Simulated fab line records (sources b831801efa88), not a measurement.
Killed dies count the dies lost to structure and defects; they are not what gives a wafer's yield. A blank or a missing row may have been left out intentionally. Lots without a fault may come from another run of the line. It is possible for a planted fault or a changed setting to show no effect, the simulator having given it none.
Problem report, 8D (eight disciplines) form, completed by code    flow gf180mcu    the parts of the form that need people (team, actions taken, sign-off) are left out

== 1. PROBLEM STATEMENT ==
GF_NSD_SOFTBAKE_03, heater power total W: mean 57.76 W over 1 wafer from 1 lot; wafers with no fault: 56.59 W, standard deviation 0.045. That is +26 standard deviations from the usual mean.
The step: time 60 s.
First observed at day 17 03:46: wafer L686.1, on litho track-01. At this step, 39 wafers from 13 lots have a number in the record. Rule for "out", or "out of limits": more than 4 standard deviations from the usual mean. All remaining wafers that have a number are taken as sound.

== 2. WHAT THIS IS AND IS NOT ==
question                     is                                  is not
which readings at this step  heater power total W, run length s  -
which lots                   L686                                L674, L676, L677, L678, L679, L680, L684, L692, L693, L694, L696, L697
which wafers of those lots   L686.1                              L686.2, L686.6
read on which tools          litho track-01                      litho track-03, litho track-04
when                         from day 17 03:46                   up to then (23 sound wafers); but 15 sound wafers of L692, L693, L694, L696, L697 came after

== 3. SUSPECTS, AND WHAT RULES EACH OUT ==
Counting: any tool at a process step up to the reading remains a suspect provided it ran every lot that is out. Sound lots after the first of them don't rule it out here, since some wafers of a struck lot are sound.
- litho track-01 at GF_NSD_SOFTBAKE_03 (time 60 s): kept. The lot that is out, L686, ran on it at day 17 03:46; the last sound lot it ran before that was L684, at day 16 12:16. Out on those wafers are its own readings of heater power total W, run length s.
The count leaves litho track-01 at GF_NSD_SOFTBAKE_03.

== 4. THE CAUSE (what the simulator had put in) ==
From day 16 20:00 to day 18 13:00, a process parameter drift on litho track-01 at GF_NSD_SOFTBAKE_03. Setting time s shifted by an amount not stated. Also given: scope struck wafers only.
Only this tool survived the counting.

== 5. THE CHAIN OF EFFECTS, in route order ==
Rows list readings where the struck wafers' mean (over those with a number) sits beyond 3 standard deviations from the usual. Only readings whose record carries a usual standard deviation are examined. hours: median over the lots of the time between each lot's start at the first step of this table that gives one and its start at this step. sigmas: the change, counted in usual standard deviations.
hours  step                reading               usual    on struck wafers  change  sigmas
0      GF_NSD_SOFTBAKE_03  heater power total W  56.59 W  57.76             +1.17   +26
0      GF_NSD_SOFTBAKE_03  run length s          89.18 s  85.70             -3.48   -17
Here are the process steps it includes:
- GF_NSD_SOFTBAKE_03: time 60 s.
Later steps that measure or inspect, where all struck wafers having a row at the step show a number for every such reading and not one has moved that far: GF_NSD_OVL_MEAS_08.

== 6. WHAT WOULD HAVE CAUGHT IT SOONER ==
In this record the first reading out of limits was taken at day 17 03:46, 8 hours after the fault began at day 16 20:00.
